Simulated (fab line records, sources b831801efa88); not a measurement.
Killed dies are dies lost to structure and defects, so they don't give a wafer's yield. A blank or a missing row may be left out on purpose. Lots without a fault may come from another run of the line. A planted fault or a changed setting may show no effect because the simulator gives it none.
Chamber matching | flow sky130 | SKY_VIA3_CMP_24 on cmp-02: 4 sister chambers
The step polishes, stops on SiO2, t overpolish 20 s, target thk 0 nm. 4 wafers are shown with their chamber, then 10 later ones without.

WAFERS WITH THEIR CHAMBER
wafer  | chamber | motor_current_A (A)
L605.5 | 2       | 10.7
L603.5 | 1       | 12.6
L603.6 | 0       | 10.1
L609.5 | 3       | 9.5

WAFERS WITHOUT THEIR CHAMBER
wafer  | motor_current_A (A)
L609.6 | 10.8
L613.1 | 9.9
L613.3 | 12.6
L613.4 | 10.8
L614.3 | 10.8
L614.4 | 12.3
L614.6 | 10.8
L616.4 | 10.9
L616.5 | 12.4
L616.6 | 10.2

WHICH CHAMBER EACH WENT THROUGH
wafer  | from the rows above     | in truth
L609.6 | 2                       | 2
L613.1 | can't be placed: 0 or 3 | 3
L613.3 | 1                       | 1
L613.4 | 2                       | 2
L614.3 | 2                       | 2
L614.4 | 1                       | 1
L614.6 | 2                       | 2
L616.4 | 2                       | 2
L616.5 | 1                       | 1
L616.6 | 0                       | 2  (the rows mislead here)
Placed correctly: 8 of 10. Can't be placed from these rows: 1 (the true chamber is among the candidates in 1). Placed wrongly: 1.
How it was worked out, from the rows above alone: a wafer's distance from a chamber is the root of the sum, over the readings, of the square of ((its reading less the chamber's mean) divided by the reading's scatter). The wafer belongs to the nearest chamber; if the next one is less than 2 further off, it can't be placed. A chamber's mean is the mean of its shown wafers. The scatter: with one shown wafer a chamber, the root of the mean of the squares of how far each hidden wafer lies from its nearest shown one.
